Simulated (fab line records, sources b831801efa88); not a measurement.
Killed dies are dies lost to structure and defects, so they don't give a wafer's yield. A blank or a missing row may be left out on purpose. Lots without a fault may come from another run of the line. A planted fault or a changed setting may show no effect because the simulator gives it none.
fab line records | flow sky130
record lots=12 wafers=36 last_day=50
route steps=708 shown FIELD_ISO@9 SD_N@356 RES_XHIGH@360
lots that met no fault: from a run of the same line without faults
start_h: hours from the record's first day to the start of the lot's first wafer shown | wait_h: hours since the lot's step before | " the same as in the row above | L1.1+2: a row that stands for several wafers | - no value, or no start given | * or withheld: withheld | < > ~ a bound
route shown NAME@n: a module of which the file shows steps, and the number in the route of the first | usual: mean/standard deviation of fault-free wafers | same: alike in all rows | chamber/n: place in a boat | sites: the reading at each site | _std_site: their standard deviation | _edge_site: outer sites' mean less inner sites' | radius_mm: how far each site lies from the wafer's centre | mask NAME#n: copy n | behind: the tool/chamber that last shaped the wafer | hold: why the lot was held/for how many hours/how that ended | device: the transistor (n, p or np) that didn't switch | end of line: the same wafers' tests at the end of the route | a step without rows: its recipe alone | killed: dies lost to structure and defects at the first sort, not the wafer's yield | map: a wafer's dies, x killed, . not, _ none there
set.NAME: the setting as run; set.NAME@STEP: as run at that earlier step | model.NAME: the simulator's own value behind a step, which no gauge read
steps of the route over a sample of lots; a table a step, a row a wafer
services: from which hour (start_h, from the record's first day; less than 0 if before it) a tool's chamber was out of use, for how many hours, and why
## steps
# step SKY_FIELD_ISO_COAT_08
# recipe resist=KrF-thick spin_rpm=3000 resist_thk_nm=450
# columns lot.wafer tool chamber start_h wait_h
L885.3+5+6 litho_track-01 0 20 -
L886.2+3+5 litho_track-03 0 26 -
L888.2+3+4 litho_track-02 0 36 -
L892.1+3+6 litho_track-03 0 56 -
L893.3+4+6 litho_track-01 0 61 -
L894.3+5+6 litho_track-01 0 66 -
L898.1+2+5 litho_track-02 0 86 -
L900.1+2+6 litho_track-01 0 98 -
L902.2+3+5 litho_track-02 0 107 -
L903.1+2+6 litho_track-02 0 114 -
L904.1+2+6 litho_track-02 0 117 -
L908.2+4+5 litho_track-01 0 138 -
# step SKY_FIELD_ISO_STRIP_16
# recipe chemistry=O2/N2 power_w=1400 pressure_mtorr=1500 platen_temp_c=withheld o2_flow_sccm=3000 n2_flow_sccm=300 overash_fraction=0.5
# usual drypump_motor_current_A=5.14/0.18 oes_product_au=0.378/0.0049 strip_time_to_endpoint_s=3.548/0.027
# columns lot.wafer tool chamber start_h wait_h drypump_motor_current_A oes_product_au rf_hours_counter_h strip_time_to_endpoint_s
L885.3 plasma_asher-04 1 27.88 0.1 5.40 0.377 - 3.525
L885.5 " 1 " " 5.41 0.382 - 3.554
L885.6 " 0 " " 5.12 0.377 - 3.517
L886.2 plasma_asher-04 1 34.30 0.0 5.39 0.375 33 3.517
L886.3 " 1 " " 5.37 0.375 - 3.513
L886.5 " 1 " " 5.41 0.373 - 3.515
L888.2 plasma_asher-04 1 44.03 0.0 5.35 0.381 34 3.554
L888.3 " 0 " " 5.14 0.377 - 3.588
L888.4 " 1 " " 5.35 0.383 - 3.555
L892.1 plasma_asher-01 0 64.78 0.0 5.09 0.384 40 3.537
L892.3 " 1 " " 5.03 0.379 - 3.546
L892.6 " 1 " " 5.03 0.381 - 3.554
L893.3 plasma_asher-01 1 69.92 0.1 5.02 0.381 - 3.578
L893.4 " 0 " " 5.05 0.374 - 3.580
L893.6 " 1 " " 5.05 0.383 - 3.635
L894.3 plasma_asher-01 0 75.27 0.1 5.09 0.372 - 3.536
L894.5 " 0 " " 5.07 0.379 - 3.555
L894.6 " 1 " " 5.03 0.379 - 3.523
L898.1 plasma_asher-04 0 96.78 0.0 5.12 0.384 40 3.521
L898.2 " 1 " " 5.39 0.381 40 3.536
L898.5 " 0 " " 5.13 0.371 - 3.530
L900.1 plasma_asher-01 0 107.20 0.0 5.07 0.375 44 3.567
L900.2 " 1 " " 5.01 0.382 44 3.576
L900.6 " 0 " " 5.08 0.379 - 3.563
L902.2 plasma_asher-01 0 116.53 0.0 5.08 0.383 45 3.456
L902.3 " 1 " " 5.03 0.377 - 3.475
L902.5 " 0 " " 5.08 0.374 - 3.493
L903.1 plasma_asher-01 0 124.54 0.0 5.05 0.368 46 3.455
L903.2 " 1 " " 5.01 0.375 46 3.438
L903.6 " 1 " " 5.03 0.386 - 3.450
L904.1 plasma_asher-01 1 127.54 0.0 5.01 0.374 46 3.439
L904.2 " 0 " " 5.06 0.375 46 3.472
L904.6 " 0 " " 5.07 0.372 - 3.466
L908.2 plasma_asher-01 0 149.09 0.0 5.08 0.381 49 3.575
L908.4 " 0 " " 5.07 0.377 - 3.559
L908.5 " 1 " " 5.04 0.386 - 3.540
# step SKY_FIELD_ISO_ETCH_17
# recipe target_depth_a=3420 mask_material=Si3N4 chemistry=HBr/Cl2/O2 target=Si taper_deg=5 icp_w=600 bias_w=150 pressure_mtorr=15 HBr_flow_sccm=150 Cl2_flow_sccm=40 O2_flow_sccm=6 time_s=97.7
# usual drypump_motor_current_A=6.0/0.41 he_backside_leak_sccm=2.8/0.31 oes_product_au=0.996/0.0071 throttle_valve_pct=25.659/0.0094
# columns lot.wafer tool chamber start_h wait_h drypump_motor_current_A he_backside_leak_sccm oes_product_au rf_hours_counter_h throttle_valve_pct
L885.3 rie_si-02 3 27.95 0.0 5.7 2.8 0.994 109 25.647
L885.5 " 3 " " 5.7 2.7 0.997 - 25.657
L885.6 " 2 " " 6.1 3.0 1.003 - 25.658
L886.2 rie_si-02 0 34.40 0.1 6.2 3.0 0.991 16 25.674
L886.3 " 2 " " 6.1 2.9 0.992 61 25.658
L886.5 " 3 " " 5.7 2.8 0.991 - 25.662
L888.2 rie_si-02 0 44.13 0.1 6.2 3.0 0.988 16 25.667
L888.3 " 2 " " 6.1 3.0 1.001 62 25.659
L888.4 " 1 " " 5.5 2.7 1.003 75 25.646
L892.1 rie_si-01 2 64.88 0.1 6.5 2.8 0.998 1 25.665
L892.3 " 3 " " 6.0 3.0 0.991 11 25.669
L892.6 " 0 " " 5.4 3.4 0.997 - 25.661
L893.3 rie_si-01 3 69.98 0.0 5.9 2.9 1.001 11 25.665
L893.4 " 1 " " 6.6 2.6 0.993 2 25.669
L893.6 " 3 " " 5.9 3.1 0.990 - 25.677
L894.3 rie_si-01 0 75.34 0.0 5.4 3.3 0.996 138 25.653
L894.5 " 1 " " 6.5 2.5 1.008 - 25.660
L894.6 " 2 " " 6.6 2.6 1.003 - 25.669
L898.1 rie_si-02 0 96.88 0.1 6.3 3.1 0.995 17 25.658
L898.2 " 1 " " 5.5 2.8 0.992 75 25.660
L898.5 " 3 " " 5.7 2.7 0.987 - 25.674
L900.1 rie_si-01 3 107.30 0.1 5.9 2.8 0.990 11 25.668
L900.2 " 1 " " 6.6 2.4 1.007 2 25.662
L900.6 " 2 " " 6.6 2.6 1.002 - 25.653
L902.2 rie_si-01 0 116.63 0.1 5.4 3.4 1.002 138 25.656
L902.3 " 2 " " 6.5 2.7 1.009 1 25.653
L902.5 " 1 " " 6.6 2.8 0.989 - 25.644
L903.1 rie_si-01 0 124.64 0.1 5.4 4.6 0.996 138 25.671
L903.2 " 2 " " 6.5 2.9 0.994 1 25.664
L903.6 " 2 " " 6.6 2.8 0.991 - 25.652
L904.1 rie_si-01 1 127.64 0.1 6.6 2.4 0.991 2 25.662
L904.2 " 2 " " 6.5 2.6 1.000 1 25.653
L904.6 " 3 " " 5.9 2.8 0.989 - 25.682
L908.2 rie_si-01 1 149.19 0.1 6.6 2.5 1.000 2 25.649
L908.4 " 1 " " 6.6 2.6 1.004 - 25.673
L908.5 " 3 " " 5.9 3.0 0.993 - 25.663
# step SKY_SD_N_RTA_14
# recipe temp_c=1075 time_s=2 idle_temp_c=650 ramp_up_c_per_s=150 ramp_down_c_per_s=90 ambient=N2
# usual lamp_power_pct=15.74/0.052 ramp_down_c_per_s=90.000/0.016 wafer_temp_C_max=1077.8/1.3
# columns lot.wafer tool chamber start_h wait_h lamp_power_pct ramp_down_c_per_s wafer_temp_C_max
L885.3 rtp_anneal-01 0 655.44 0.0 15.73 90.026 1076.3
L885.5 " 0 " " 15.70 90.020 1076.5
L885.6 " 0 " " 15.73 89.999 1078.0
L886.2 rtp_anneal-02 0 657.43 0.0 15.73 90.011 1077.7
L886.3 " 0 " " 15.67 90.003 1078.0
L886.5 " 0 " " 15.76 89.964 1079.5
L888.2 rtp_anneal-02 0 668.51 0.0 15.71 90.003 1076.4
L888.3 " 0 " " 15.79 90.024 1077.3
L888.4 " 0 " " 15.67 89.999 1077.9
L892.1 rtp_anneal-01 0 701.62 0.0 15.69 89.964 1076.4
L892.3 " 0 " " 15.74 89.969 1078.6
L892.6 " 0 " " 15.73 90.009 1077.6
L893.3 rtp_anneal-01 0 714.31 0.0 15.74 89.994 1078.1
L893.4 " 0 " " 15.67 89.986 1076.0
L893.6 " 0 " " 15.79 89.984 1078.7
L894.3 rtp_anneal-02 0 716.53 0.0 15.75 90.015 1078.4
L894.5 " 0 " " 15.75 89.993 1077.8
L894.6 " 0 " " 15.82 90.011 1076.6
L898.1 rtp_anneal-01 0 754.28 0.0 15.70 90.002 1076.7
L898.2 " 0 " " 15.75 89.983 1078.2
L898.5 " 0 " " 15.69 90.016 1077.3
L900.1 rtp_anneal-02 0 771.23 0.0 15.69 89.979 1079.2
L900.2 " 0 " " 15.64 89.978 1077.2
L900.6 " 0 " " 15.75 89.989 1076.9
L902.2 rtp_anneal-02 0 787.54 0.0 15.77 89.982 1076.3
L902.3 " 0 " " 15.79 90.018 1076.9
L902.5 " 0 " " 15.71 89.982 1076.1
L904.1 rtp_anneal-01 0 791.75 0.0 15.67 90.015 1076.5
L904.2 " 0 " " 15.74 90.015 1076.9
L904.6 " 0 " " 15.75 89.973 1080.1
L903.1 rtp_anneal-02 0 791.86 0.0 15.70 90.003 1076.0
L903.2 " 0 " " 15.79 89.978 1079.8
L903.6 " 0 " " 15.76 89.981 1076.5
L908.2 rtp_anneal-02 0 823.49 0.0 15.77 90.001 1079.1
L908.4 " 0 " " 15.76 89.995 1077.5
L908.5 " 0 " " 15.72 89.986 1077.1
# step SKY_SD_N_RS_MEAS_18
# recipe thk_meas_gauge=four-point-probe
# usual RES_XHIGH_RS=333.3/0.98
# columns lot.wafer tool chamber start_h wait_h RES_XHIGH_RS[ohm/sq]
L885.3 film_metro-03 - 655.88 0.1 333.4
L885.5 " - " " 333.5
L885.6 " - " " 333.1
L886.2 film_metro-04 - 657.86 0.1 332.6
L886.3 " - " " 333.2
L886.5 " - " " 335.1
L888.2 film_metro-02 - 668.98 0.1 334.7
L888.3 " - " " 332.9
L888.4 " - " " 333.0
L892.1 film_metro-03 - 702.04 0.1 331.9
L892.3 " - " " 332.1
L892.6 " - " " 332.1
L893.3 film_metro-04 - 714.75 0.1 332.1
L893.4 " - " " 331.9
L893.6 " - " " 333.8
L894.3 film_metro-02 - 716.96 0.1 333.4
L894.5 " - " " 333.1
L894.6 " - " " 332.9
L898.1 film_metro-03 - 754.69 0.1 334.7
L898.2 " - " " 333.5
L898.5 " - " " 333.8
L900.1 film_metro-02 - 771.64 0.1 333.5
L900.2 " - " " 331.7
L900.6 " - " " 333.5
L902.2 film_metro-04 - 787.96 0.1 335.5
L902.3 " - " " 334.0
L902.5 " - " " 334.2
L904.1 film_metro-03 - 792.17 0.1 334.9
L904.2 " - " " 333.7
L904.6 " - " " 332.9
L903.1 film_metro-02 - 792.27 0.1 333.5
L903.2 " - " " 333.4
L903.6 " - " " 333.2
L908.2 film_metro-03 - 823.91 0.1 332.3
L908.4 " - " " 333.3
L908.5 " - " " 333.6
## services
# columns tool chamber start_h hours kind
plasma_asher-04 - 108.75 9.0 pm
plasma_asher-04 - 120.03 15.6 pm
rie_si-01 1 120.89 5.7 repair
rie_si-01 0 142.21 7.5 repair
plasma_asher-04 - 190.68 2.8 pm
rie_si-01 2 190.77 1.9 repair
rtp_anneal-01 - 191.78 4.5 pm
rie_si-01 3 258.90 18.8 repair
rie_si-01 - 272.45 1.5 repair
rie_si-01 - 284.62 15.6 pm
rie_si-01 3 307.15 3.0 repair
rie_si-01 - 339.06 2.8 pm
rie_si-01 - 416.72 0.3 repair
plasma_asher-01 - 421.25 9.0 pm
plasma_asher-01 - 436.25 4.5 repair
plasma_asher-01 - 481.38 2.2 repair
rie_si-01 3 507.48 63.7 repair
rtp_anneal-02 - 519.06 4.4 pm
rie_si-01 - 553.27 1.6 repair
rtp_anneal-01 - 570.31 1.8 repair
rie_si-01 0 615.62 3.3 repair
plasma_asher-01 - 726.36 4.0 pm
rie_si-01 - 763.28 0.3 repair
plasma_asher-01 - 800.89 0.4 repair
## key
first_sign step=SKY_FIELD_ISO_STRIP_16 reading=strip_time_to_endpoint_s direction=down sigmas=3.2 usual=* struck=*
effect none on later readings
met_at SKY_FIELD_ISO_COAT_08
struck_lots L902,L903,L904
tester_left_out L902,L903,L904
not_acting_at SKY_FIELD_ISO_ETCH_17,SKY_SD_N_RTA_14,SKY_SD_N_RS_MEAS_18
onset_between 86 107
fault kind=process_parameter_drift tool=litho_track-02 chamber=- onset_h=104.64 steps=SKY_FIELD_ISO_COAT_08 channel=resist_thk_nm offset=-9.1207 shape=step end_h=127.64 acts_in=these_recipes_only stated=450
# tester_left_out: of these lots the tester's yield and bins aren't shown, on N5 and GAA mostly nor the transistor test; their killed dies are dies lost to structure and defects alone, not to doping, threshold or leakage, so they don't give the yield
